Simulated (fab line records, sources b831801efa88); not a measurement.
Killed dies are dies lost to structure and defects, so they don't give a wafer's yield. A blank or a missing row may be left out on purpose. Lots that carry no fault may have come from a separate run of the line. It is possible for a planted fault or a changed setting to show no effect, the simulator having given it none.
Chamber matching	flow gf180mcu	4 sister chambers for GF_V4_CMP_04 on cmp-02
The step polishes SiO2. 4 wafers are shown with their chamber, then 7 later ones without.

== EACH WAFER AND ITS CHAMBER ==
wafer	chamber	motorCurrentA (A)
L564.1	1	13.1
L566.3	0	12.8
L568.1	2	12.3
L568.2	3	11.3

== WAFERS MISSING THEIR CHAMBER ==
wafer	motorCurrentA (A)
L568.4	13.5
L569.1	11.8
L569.5	13.1
L569.6	12.2
L574.2	11.2
L574.4	12.8
L574.6	11.3

== WHICH CHAMBER EACH ONE RAN IN ==
wafer	from the rows above	in truth
L568.4	can't be placed: 1 or 0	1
L569.1	can't be placed: 2 or 3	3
L569.5	can't be placed: 1 or 0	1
L569.6	2	2
L574.2	3	3
L574.4	can't be placed: 0 or 1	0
L574.6	3	3
Correct placement for 3 of the 7. Cannot be placed on the basis of these rows: 4; the candidates contain the true chamber in 4. 0 placed wrongly.
How it was worked out, from the rows above alone: a wafer's distance from a chamber is the root of the sum, over the readings, of the square of ((its reading less the chamber's mean) divided by the reading's scatter). The wafer belongs to the nearest chamber; if the next one is less than 2 further off, it can't be placed. The mean given for a chamber averages the wafers shown for that chamber. The scatter (one wafer shown for each chamber): square how far every hidden wafer sits from the nearest shown wafer, average those squares and take the square root.
